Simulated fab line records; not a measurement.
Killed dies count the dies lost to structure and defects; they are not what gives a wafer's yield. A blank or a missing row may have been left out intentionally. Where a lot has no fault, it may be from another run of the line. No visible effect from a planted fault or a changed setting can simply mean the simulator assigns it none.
What tool caused it? / flow gf180mcu / 6 lots, 18 wafers sampled, at 4 steps of a route of 602

WHAT THE GAUGES READ, wafer by wafer
GF_NWELL_OVL_MEAS_07.
lot=L292; measured=day 3 12:23; on=overlay-02; NWELL_OVL (nm)=-1.3 0.1 -2.6
lot=L296; measured=day 4 09:50; on=overlay-02; NWELL_OVL (nm)=- - -
lot=L306; measured=day 6 16:58; on=overlay-01; NWELL_OVL (nm)=-1.8 -0.5 0.6
lot=L309; measured=day 7 09:20; on=overlay-02; NWELL_OVL (nm)=1.4 0.6 -0.5
lot=L311; measured=day 7 20:32; on=overlay-01; NWELL_OVL (nm)=-0.5 -0.5 -0.3
lot=L313; measured=day 8 09:08; on=overlay-01; NWELL_OVL (nm)=1.3 0.6 0.2

TOOL THAT RAN EACH LOT (tool first, then ch and the chambers of the sampled wafers, then the start)
lot=L292; GF_STI_ETCH_14=rie-si-02 ch 0,2, day 2 06:37; GF_DNWELL_STRIP_08=plasma-asher-02 ch 0,1, day 2 23:43; GF_NWELL_EXPOSE_04=iline-stepper-01 ch 0, day 3 05:56
lot=L296; GF_STI_ETCH_14=rie-si-02 ch 0,1,2, day 3 03:14; GF_DNWELL_STRIP_08=plasma-asher-01 ch 0,1, day 3 20:36; GF_NWELL_EXPOSE_04=iline-stepper-02 ch 0, day 4 03:36
lot=L306; GF_STI_ETCH_14=rie-si-01 ch 1,2,3, day 5 06:29; GF_DNWELL_STRIP_08=plasma-asher-02 ch 0,1, day 6 01:35; GF_NWELL_EXPOSE_04=iline-stepper-01 ch 0, day 6 09:31
lot=L309; GF_STI_ETCH_14=rie-si-02 ch 0,2,3, day 5 21:55; GF_DNWELL_STRIP_08=plasma-asher-01 ch 0,1, day 6 17:44; GF_NWELL_EXPOSE_04=iline-stepper-02 ch 0, day 7 02:03
lot=L311; GF_STI_ETCH_14=rie-si-02 ch 1,2,3, day 6 08:11; GF_DNWELL_STRIP_08=plasma-asher-02 ch 0,1, day 7 04:37; GF_NWELL_EXPOSE_04=iline-stepper-02 ch 0, day 7 12:38
lot=L313; GF_STI_ETCH_14=rie-si-01 ch 0,1, day 6 20:46; GF_DNWELL_STRIP_08=plasma-asher-01 ch 0, day 7 17:59; GF_NWELL_EXPOSE_04=iline-stepper-02 ch 0, day 8 02:04
- GF_STI_ETCH_14: etches Si in HBr/Cl2/O2, target depth 360 nm, time 102.9 s.
- GF_DNWELL_STRIP_08: strips in O2/N2.
- GF_NWELL_EXPOSE_04: exposes mask Nwell, target cd 860 nm.

THE ANSWER, worked out from the rows above alone
Rule: usual is defined by the lots themselves. The widest of any qualifying gaps counts: lots, ordered by their means at a reading, are off when they make up no more than a third of the lots, leave a main group of 4 or more, and stand apart from it by 3 or more times the standard deviation of that group's means. If all means in a main group match to the digits the tables above print for the reading, that group is not used. A lot without any number at a reading at which 4 lots or more have one is off too. Where the step has rows for the other lots, those lots are counted as sound.
Off: L296, seen at GF_NWELL_OVL_MEAS_07 (NWELL_OVL). Without a number there: L296. The main group: mean -0.2 nm, standard deviation 0.72.
If a tool, at a process step before that reading, ran all the lots that are off and no sound lot after the first of them, it fits. Gauges at GF_NWELL_OVL_MEAS_07: tried the same way as those tools. None of those tried fits.

WHAT WAS PUT IN BY THE SIMULATOR
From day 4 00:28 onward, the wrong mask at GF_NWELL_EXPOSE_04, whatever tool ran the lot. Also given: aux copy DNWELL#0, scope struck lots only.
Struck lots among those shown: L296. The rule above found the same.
